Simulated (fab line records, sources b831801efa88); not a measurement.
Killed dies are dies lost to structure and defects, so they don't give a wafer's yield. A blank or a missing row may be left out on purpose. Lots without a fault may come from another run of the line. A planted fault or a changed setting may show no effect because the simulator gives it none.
One fault seen from 2 desks | flow sky130 | each desk has only its own numbers; what lay behind them comes last

THE METROLOGY DESK
What the gauges read, lot by lot, whatever tool the lot ran on: means of the sampled wafers that have a number. A lot is out of limits, marked OUT, if its mean lies more than 4 standard deviations from the usual mean; the brackets give that distance.
Columns: A = VIA1_HDPCVD_THK at SKY_VIA1_THK_MEAS_01, usual 1032 nm; B = VIA1_OVL at SKY_VIA1_OVL_MEAS_13, usual 2 nm; C = VIA1_W_RS at SKY_VIA1_RS_MEAS_22, usual 0.429 ohm/sq; D = VIA1_W_THK at SKY_VIA1_THK_MEAS_23, usual 260 nm
lot  | first seen here | A    | B  | C                | D
L794 | day 33 04:19    | 1027 | 4  | 0.426            | 259
L796 | day 33 14:41    | 1021 | -1 | 0.432            | 264
L797 | day 33 21:58    | 1043 | -4 | 0.431            | 254
L798 | day 34 09:59    | 1021 | 7  | 0.433            | 262
L799 | day 34 16:22    | 1028 | 9  | 0.429            | 264
L807 | day 37 03:56    | 1040 | 6  | 0.402 (-6.5) OUT | 276
L808 | day 37 13:30    | 1029 | 3  | 0.400 (-6.9) OUT | 274
L809 | day 37 17:37    | 1028 | -4 | 0.399 (-7.1) OUT | 284 (+5.9) OUT
L814 | day 39 07:53    | 1037 | -9 | 0.422            | 267
L815 | day 39 13:02    | 1034 | 5  | 0.422            | 267
This desk's finding: out of limits on L807, L808, L809; first on L807, day 38 07:34 (VIA1_W_RS at SKY_VIA1_RS_MEAS_22). In limits: L794, L796, L797, L798, L799, L814, L815.

THE TOOL OWNER'S DESK: cvd_w-01
The tool's own readings at SKY_VIA1_CVD_21 (deposits W, target thk 270 nm, time 80.902 s): means of the sampled wafers that have a number, for each lot that ran on this tool. A lot is out of limits, marked OUT, if its mean lies more than 4 standard deviations from the usual mean; the brackets give that distance.
Columns: A = chamber_pressure_Torr at SKY_VIA1_CVD_21, usual 40.00 Torr; B = heater_power_outer_w at SKY_VIA1_CVD_21, usual 534 W; C = heater_power_w at SKY_VIA1_CVD_21, usual 891 W
lot  | first seen here | A               | B   | C
L794 | day 34 08:52    | 40.03           | 485 | 825
L797 | day 35 01:40    | 39.95           | 565 | 945
L798 | day 35 13:40    | 39.95           | 567 | 960
L807 | day 38 07:27    | 46.13 (+70) OUT | 569 | 941
L808 | day 38 16:27    | 46.15 (+71) OUT | 522 | 901
L809 | day 38 20:20    | 46.20 (+71) OUT | 608 | 1010
This desk's finding: out of limits on L807, L808, L809; first on L807, day 38 07:27 (chamber_pressure_Torr at SKY_VIA1_CVD_21). In limits: L794, L797, L798.

PUT TOGETHER
The tool owner's desk could have raised an alarm at day 38 07:27, on L807, L808, L809.
The metrology desk could have raised an alarm at day 38 07:34, on L807, L808, L809.
Of the lots named, all ran SKY_VIA1_CVD_21 on cvd_w-01.

WHAT THE SIMULATOR HAD PUT IN
Process parameter drift: cvd_w-01, from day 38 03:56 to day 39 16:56, at SKY_VIA1_CVD_21. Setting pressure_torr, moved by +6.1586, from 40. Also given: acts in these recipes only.
Lots struck among those shown: L807, L808, L809.
Hours from the fault's start to each desk's first reading out of limits: the tool owner's desk, 4; the metrology desk, 4.
